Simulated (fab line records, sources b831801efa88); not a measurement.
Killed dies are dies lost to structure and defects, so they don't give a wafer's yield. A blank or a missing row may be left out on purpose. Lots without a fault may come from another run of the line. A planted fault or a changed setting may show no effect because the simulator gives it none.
Which tool did it? | flow sky130 | 12 lots, 36 wafers sampled, at 1 step of a route of 708

WHAT THE GAUGES READ, wafer by wafer
SKY_LDD_N_TW_MEAS_17.
lot  | measured     | on            | LDD_N_TW
L075 | day 18 01:49 | film_metro-02 | 2629 2616 2622
L077 | day 18 21:50 | film_metro-02 | 2629 2615 2632
L079 | day 19 09:47 | film_metro-02 | 2606 2599 2601
L082 | day 20 13:26 | film_metro-03 | 2600 2600 2585
L083 | day 21 13:17 | film_metro-02 | 2602 2593 2589
L084 | day 21 19:31 | film_metro-01 | 2543 2556 2557
L087 | day 22 21:10 | film_metro-01 | 2562 2563 2562
L089 | day 23 05:34 | film_metro-02 | 2618 2596 2621
L091 | day 24 04:19 | film_metro-01 | 2548 2559 2541
L093 | day 25 07:19 | film_metro-03 | 2601 2587 2590
L095 | day 25 11:47 | film_metro-02 | 2613 2597 2603
L097 | day 26 15:43 | film_metro-02 | 2627 2603 2617

WHICH TOOL RAN EACH LOT (tool, then ch and the chambers of the sampled wafers, then the start)
The record holds no process step before these readings.

THE ANSWER, worked out from the rows above alone
Rule: what is usual is taken from the lots themselves. Put in order of their means at a reading, lots are off if they are a third of the lots or fewer, leave a main group of 4 or more, and stand apart from it by a gap of 3 or more times the standard deviation of the main group's means; of several such gaps the widest counts. A main group whose means are all the same, to the digits that the tables above print for the reading, isn't used. A lot without any number at a reading at which 4 lots or more have one is off too. The other lots that the step has rows for count as sound.
No lot is off at any reading shown: from this, nothing can be told.

WHAT THE SIMULATOR HAD PUT IN
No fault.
